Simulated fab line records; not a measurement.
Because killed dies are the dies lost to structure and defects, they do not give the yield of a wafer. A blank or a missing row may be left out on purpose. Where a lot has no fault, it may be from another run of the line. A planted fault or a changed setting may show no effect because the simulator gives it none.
8D (eight disciplines) problem report, filled in by code    flow gf180mcu    the parts of the form that need people (team, actions taken, sign-off) are left out

## 1. THE ISSUE
Wafers without a fault read 36.98 s, standard deviation 0.092; strip-time-to-endpoint-s at GF_NWELL_STRIP_10 reads a mean of 35.84 s on 6 wafers belonging to 2 lots. That is -12 standard deviations from the usual mean.
The step: strips in O2/N2.
Seen first at day 5 17:45 on plasma-asher-02, wafer L594.1. The record holds 39 wafers of 13 lots with a number at this step. By rule, "out" or "out of limits" means more than 4 standard deviations away from the usual mean. All remaining wafers that have a number are taken as sound.

## 2. WHAT IT IS AND WHAT IT IS NOT
question                     is                                is not
which readings at this step  strip-time-to-endpoint-s          drypump-motor-current-A, heater-power-w, oes-product-au
which lots                   L594, L596                        L583, L584, L585, L586, L592, L595, L597, L598, L602, L604, L605
which wafers of those lots   all that have a number            -
read on which tools          plasma-asher-02, plasma-asher-04  plasma-asher-03
when                         from day 5 17:45                  up to then (15 sound wafers); but 18 sound wafers of L595, L597, L598, L602, L604, L605 came after

## 3. THE SUSPECTS, EACH WITH WHAT RULES IT OUT
Counting: any tool at a process step up to the reading is kept as a suspect provided that every lot that is out went through it and no sound lot did after the first of them.
- litho-track-01 at GF_NWELL_COAT_02 (resist thk 3000 nm): kept. It ran every lot that is out, first L594 (day 5 10:24), and no sound lot after that.
The count leaves litho-track-01 at GF_NWELL_COAT_02.

## 4. THE CAUSE (what the simulator had put in)
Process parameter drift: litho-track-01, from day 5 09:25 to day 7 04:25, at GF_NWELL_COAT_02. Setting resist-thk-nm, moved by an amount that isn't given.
Only this tool survived the counting.

## 5. THE CHAIN OF EFFECTS, in route order
Rows list readings where the struck wafers' mean (over those with a number) sits beyond 3 standard deviations from the usual. Readings are gone through only where the record gives a usual standard deviation; hours: the median, over the lots, of the time from a lot's start at the first step in this table giving one to that lot's start at this step; sigmas: the change measured in usual standard deviations.
hours  step               reading                   usual    on struck wafers  change  sigmas
0      GF_NWELL_STRIP_10  strip-time-to-endpoint-s  36.98 s  35.84             -1.14   -12
Here are the process steps it includes:
- GF_NWELL_STRIP_10: strips in O2/N2.
At these later measuring or inspecting steps, every struck wafer for which the step has a row has a number for every such reading, and none has moved that far: GF_LVPWELL_OVL_MEAS_07.

## 6. WHAT WOULD HAVE CAUGHT IT SOONER
First out-of-limits reading in this record: day 5 17:45, which is 8 hours after fault onset at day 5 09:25.
Of the tool readings at GF_NWELL_COAT_02 for which the record gives a usual standard deviation, none was out on any struck wafer, so an alarm limit of 4 standard deviations on them would not have fired.
Of the lots that are out (2), L596 began GF_NWELL_COAT_02 on litho-track-01 after day 5 17:45. A tool hold placed at that time would have kept it from harm.
